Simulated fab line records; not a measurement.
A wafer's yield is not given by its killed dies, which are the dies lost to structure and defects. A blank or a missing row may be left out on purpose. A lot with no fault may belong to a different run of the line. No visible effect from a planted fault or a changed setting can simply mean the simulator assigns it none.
Matching of chambers || flow gf180mcu || 4 sister chambers for GF_STI_CMP_25 on cmp-01
The step polishes, stops on Si3N4, t overpolish 33 s, target thk 524.6 nm. 16 wafers are shown with their chamber, then 8 later ones without.

EACH WAFER AND ITS CHAMBER
{"wafer": "L945.1", "chamber": 3, "motor current A (A)": 13.6, "time to endpoint s (s)": 127, "overpolish run s (s)": 33.003}
{"wafer": "L945.4", "chamber": 0, "motor current A (A)": 11.3, "time to endpoint s (s)": 135, "overpolish run s (s)": 33.016}
{"wafer": "L945.6", "chamber": 1, "motor current A (A)": 12.3, "time to endpoint s (s)": 128, "overpolish run s (s)": 33.006}
{"wafer": "L949.1", "chamber": 1, "motor current A (A)": 11.6, "time to endpoint s (s)": 124, "overpolish run s (s)": 33.011}
{"wafer": "L949.3", "chamber": 0, "motor current A (A)": 11.2, "time to endpoint s (s)": 133, "overpolish run s (s)": 33.001}
{"wafer": "L949.4", "chamber": 3, "motor current A (A)": 14.4, "time to endpoint s (s)": 120, "overpolish run s (s)": 32.998}
{"wafer": "L950.1", "chamber": 0, "motor current A (A)": 10.7, "time to endpoint s (s)": 134, "overpolish run s (s)": 32.990}
{"wafer": "L950.4", "chamber": 2, "motor current A (A)": 10.8, "time to endpoint s (s)": 127, "overpolish run s (s)": 32.992}
{"wafer": "L950.5", "chamber": 1, "motor current A (A)": 12.3, "time to endpoint s (s)": 120, "overpolish run s (s)": 32.990}
{"wafer": "L951.2", "chamber": 0, "motor current A (A)": 10.6, "time to endpoint s (s)": 136, "overpolish run s (s)": 33.008}
{"wafer": "L951.3", "chamber": 2, "motor current A (A)": 10.7, "time to endpoint s (s)": 130, "overpolish run s (s)": 32.998}
{"wafer": "L951.4", "chamber": 3, "motor current A (A)": 14.1, "time to endpoint s (s)": 126, "overpolish run s (s)": 32.999}
{"wafer": "L952.1", "chamber": 2, "motor current A (A)": 10.6, "time to endpoint s (s)": 129, "overpolish run s (s)": 32.982}
{"wafer": "L952.2", "chamber": 1, "motor current A (A)": 12.8, "time to endpoint s (s)": 124, "overpolish run s (s)": 33.006}
{"wafer": "L952.3", "chamber": 0, "motor current A (A)": 11.2, "time to endpoint s (s)": 137, "overpolish run s (s)": 32.997}
{"wafer": "L954.1", "chamber": 0, "motor current A (A)": 10.9, "time to endpoint s (s)": 133, "overpolish run s (s)": 33.010}

SIGNATURES (averages over the wafers above)
{"reading": "motor current A", "chamber 0": 10.983, "chamber 1": 12.250, "chamber 2": 10.700, "chamber 3": 14.033, "scatter within a chamber": 0.354}
{"reading": "time to endpoint s", "chamber 0": 134.67, "chamber 1": 124.00, "chamber 2": 128.67, "chamber 3": 124.33, "scatter within a chamber": 2.56}
{"reading": "overpolish run s", "chamber 0": 33.00367, "chamber 1": 33.00325, "chamber 2": 32.99067, "chamber 3": 33.00000, "scatter within a chamber": 0.00839}
Rule: a wafer's distance from a chamber is the root of the sum, over the readings, of the square of ((its reading less the chamber's mean) divided by the reading's scatter). The wafer belongs to the nearest chamber; if the next one is less than 2 further off, it can't be placed. The scatter: take each reading less its chamber's mean, square it, sum over the shown wafers, divide by the number of wafers less the number of chambers, and take the root.

WAFERS MISSING THEIR CHAMBER
{"wafer": "L954.3", "motor current A (A)": 10.0, "time to endpoint s (s)": 129, "overpolish run s (s)": 32.996}
{"wafer": "L954.6", "motor current A (A)": 11.5, "time to endpoint s (s)": 127, "overpolish run s (s)": 33.004}
{"wafer": "L956.4", "motor current A (A)": 14.1, "time to endpoint s (s)": 122, "overpolish run s (s)": 32.997}
{"wafer": "L956.5", "motor current A (A)": 14.2, "time to endpoint s (s)": 131, "overpolish run s (s)": 33.002}
{"wafer": "L956.6", "motor current A (A)": 10.5, "time to endpoint s (s)": 138, "overpolish run s (s)": 32.994}
{"wafer": "L963.2", "motor current A (A)": 10.4, "time to endpoint s (s)": 131, "overpolish run s (s)": 32.998}
{"wafer": "L963.3", "motor current A (A)": 12.6, "time to endpoint s (s)": 129, "overpolish run s (s)": 32.992}
{"wafer": "L963.4", "motor current A (A)": 11.1, "time to endpoint s (s)": 131, "overpolish run s (s)": 33.016}

THE CHAMBER EACH PASSED THROUGH
{"wafer": "L954.3", "from the rows above": "can't be placed: 2 or 0", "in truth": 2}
{"wafer": "L954.6", "from the rows above": "can't be placed: 1 or 2 or 0", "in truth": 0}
{"wafer": "L956.4", "from the rows above": 3, "in truth": 3}
{"wafer": "L956.5", "from the rows above": 3, "in truth": 3}
{"wafer": "L956.6", "from the rows above": "can't be placed: 0 or 2", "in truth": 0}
{"wafer": "L963.2", "from the rows above": "can't be placed: 2 or 0", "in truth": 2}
{"wafer": "L963.3", "from the rows above": "can't be placed: 1 or 3", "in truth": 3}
{"wafer": "L963.4", "from the rows above": "can't be placed: 0 or 2", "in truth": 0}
Placed correctly: 2 of 8. Unplaceable from these rows: 6, with the true chamber sitting among the candidates in 6. Wrongly placed: 0.
